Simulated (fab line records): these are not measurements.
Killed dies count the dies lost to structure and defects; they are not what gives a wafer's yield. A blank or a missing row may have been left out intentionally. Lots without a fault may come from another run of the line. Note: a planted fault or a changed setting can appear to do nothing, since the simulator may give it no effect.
Which of the tools did it? ; flow sky130 ; 42 wafers from 14 lots sampled at 3 of the route's 708 steps

WHAT THE GAUGES READ, wafer by wafer
SKY_VIA3_RS_MEAS_22: uses a four-point probe to measure.
lot;measured;on;VIA3_W_RS (ohm/sq)
L125;day 39 10:05;film-metro-04;0.290 0.287 0.291
L126;day 39 11:05;film-metro-02;0.293 0.298 0.296
L127;day 39 15:46;film-metro-02;0.290 0.296 0.295
L130;day 40 22:22;film-metro-02;0.294 0.296 0.293
L131;day 41 01:50;film-metro-03;0.297 0.293 0.296
L133;day 41 15:47;film-metro-02;0.299 0.299 0.295
L139;day 43 05:07;film-metro-04;56.021 57.398 56.563
L140;day 43 14:57;film-metro-03;57.225 55.771 56.139
L142;day 44 03:01;film-metro-03;0.295 0.291 0.292
L145;day 45 03:43;film-metro-03;0.293 0.292 0.294
L144;day 45 05:57;film-metro-02;0.293 0.293 0.289
L146;day 45 12:33;film-metro-02;0.297 0.295 0.297
L147;day 45 13:14;film-metro-02;0.295 0.294 0.295
L148;day 45 17:52;film-metro-02;0.288 0.287 0.291

SKY_VIA3_THK_MEAS_23: measures by xrf.
lot;measured;on;VIA3_W_THK (nm)
L125;day 39 10:11;film-metro-04;368 369 363
L126;day 39 11:12;film-metro-02;368 361 364
L127;day 39 15:53;film-metro-02;374 367 365
L130;day 40 22:29;film-metro-02;367 366 368
L131;day 41 01:58;film-metro-03;366 373 370
L133;day 41 15:53;film-metro-02;364 364 367
L139;day 43 05:14;film-metro-04;<0 <0 -
L140;day 43 15:04;film-metro-03;- - -
L142;day 44 03:08;film-metro-03;366 370 369
L145;day 45 03:49;film-metro-03;365 366 366
L144;day 45 06:04;film-metro-02;365 366 371
L146;day 45 12:40;film-metro-02;364 364 364
L147;day 45 13:22;film-metro-02;368 366 367
L148;day 45 17:59;film-metro-02;374 376 370

WHICH TOOL RAN EACH LOT (tool, then ch and the chambers of the sampled wafers, then the start)
lot;SKY_VIA3_CVD_21
L125;cvd-w-02 ch 0,1, day 39 09:58
L126;cvd-w-01 ch 0,1, day 39 10:57
L127;cvd-w-02 ch 0,1, day 39 15:38
L130;cvd-w-01 ch 0,1, day 40 22:14
L131;cvd-w-01 ch 0,1, day 41 01:43
L133;cvd-w-02 ch 0,1, day 41 15:38
L139;cvd-w-02 ch 0,1, day 43 05:00
L140;cvd-w-01 ch 0,1, day 43 14:50
L142;cvd-w-01 ch 0,1, day 44 02:50
L145;cvd-w-01 ch 0,1, day 45 03:34
L144;cvd-w-02 ch 0,1, day 45 05:50
L146;cvd-w-01 ch 0,1, day 45 12:26
L147;cvd-w-01 ch 0, day 45 13:07
L148;cvd-w-02 ch 0,1, day 45 17:38
- SKY_VIA3_CVD_21: deposits W, target thk 390 nm, time 117.31 s.

AS READ BY THE TOOLS THEMSELVES (means over the sampled wafers that have a number; for cases with no such wafer, the mark the record gives instead)
SKY_VIA3_CVD_21.
lot;tool;chamber-pressure-Torr (Torr);heater-power-outer-w (W);heater-power-w (W)
L125;cvd-w-02;39.98;486;842
L126;cvd-w-01;39.91;660;1035
L127;cvd-w-02;40.07;488;849
L130;cvd-w-01;39.98;659;1025
L131;cvd-w-01;39.93;662;1026
L133;cvd-w-02;39.98;495;845
L139;cvd-w-02;-;-;-
L140;cvd-w-01;-;-;-
L142;cvd-w-01;40.00;661;1016
L145;cvd-w-01;40.06;647;960
L144;cvd-w-02;40.10;553;937
L146;cvd-w-01;40.01;661;1031
L147;cvd-w-01;40.01;672;1090
L148;cvd-w-02;40.00;544;927

THE ANSWER, worked out from the rows above alone
Rule: the usual values come from the lots themselves. Put in order of their means at a reading, lots are off if they are a third of the lots or fewer, leave a main group of 4 or more, and stand apart from it by a gap of 3 or more times the standard deviation of the main group's means; of several such gaps the widest counts. A main group is skipped when, at the precision printed for the reading in the tables above, its means are all equal. Also off: a lot with no number at a reading for which 4 or more lots have one. All remaining lots with rows at the step are treated as sound. First the gauges in route order, then the tools' own readings, where a lot's mean is used as printed above. The first step at which some lot is off is used, and at that step the reading that is off furthest; a lot without a number counts as furthest.
Off: L139, L140, at SKY_VIA3_RS_MEAS_22 (VIA3_W_RS). The main group: mean 0.294 ohm/sq, standard deviation 0.0026.
If a tool, at a process step before that reading, ran all the lots that are off and no sound lot after the first of them, it fits. The gauges at SKY_VIA3_RS_MEAS_22 aren't tried: what is off there is off at SKY_VIA3_CVD_21 too, on other tools, and a gauge's error can't cause that. None of those tried fits.

WHAT THE SIMULATOR PUT IN
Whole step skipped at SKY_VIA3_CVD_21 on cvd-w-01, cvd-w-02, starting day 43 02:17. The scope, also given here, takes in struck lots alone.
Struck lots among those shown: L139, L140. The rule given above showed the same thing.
